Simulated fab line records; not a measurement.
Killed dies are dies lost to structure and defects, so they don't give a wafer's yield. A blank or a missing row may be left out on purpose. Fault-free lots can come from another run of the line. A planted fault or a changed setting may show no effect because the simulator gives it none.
Which tool did it? / flow gf180mcu / 18 wafers from 6 lots sampled at 2 of the route's 602 steps

WHAT THE GAUGES READ, wafer by wafer
GF_V5_BOW_MEAS_05.
lot=L611; measured=day 26 15:50; on=film metro-03; V5_BOW (um)=136 138 138
lot=L613; measured=day 27 09:21; on=film metro-04; V5_BOW (um)=141 148 138
lot=L616; measured=day 28 08:31; on=film metro-03; V5_BOW (um)=135 129 131
lot=L618; measured=day 29 00:38; on=film metro-02; V5_BOW (um)=131 144 129
lot=L623; measured=day 30 10:02; on=film metro-03; V5_BOW (um)=144 134 136
lot=L625; measured=day 31 00:13; on=film metro-02; V5_BOW (um)=150 149 150

EACH LOT AND THE TOOL THAT RAN IT (in order: tool; ch and the chambers of the sampled wafers; start)
lot=L611; GF_M4_SPUTTER_04=pvd sputter-03, day 22 21:19
lot=L613; GF_M4_SPUTTER_04=pvd sputter-04, day 23 14:18
lot=L616; GF_M4_SPUTTER_04=pvd sputter-03, day 24 18:27
lot=L618; GF_M4_SPUTTER_04=pvd sputter-04, day 25 11:39
lot=L623; GF_M4_SPUTTER_04=pvd sputter-03, day 26 23:47
lot=L625; GF_M4_SPUTTER_04=pvd sputter-01, day 27 14:20
- GF_M4_SPUTTER_04: material TiN, target thk 50 nm, time 41.7 s.

THE ANSWER, worked out from the rows above alone
Rule: the usual values come from the lots themselves. The widest of any qualifying gaps counts: lots, ordered by their means at a reading, are off when they make up no more than a third of the lots, leave a main group of 4 or more, and stand apart from it by 3 or more times the standard deviation of that group's means. If all means in a main group match to the digits the tables above print for the reading, that group is not used. A lot without any number at a reading at which 4 lots or more have one is off too. All remaining lots with rows at the step are treated as sound.
Across all readings shown, no lot is off: no conclusion can be drawn from this.

WHAT WAS PUT IN BY THE SIMULATOR
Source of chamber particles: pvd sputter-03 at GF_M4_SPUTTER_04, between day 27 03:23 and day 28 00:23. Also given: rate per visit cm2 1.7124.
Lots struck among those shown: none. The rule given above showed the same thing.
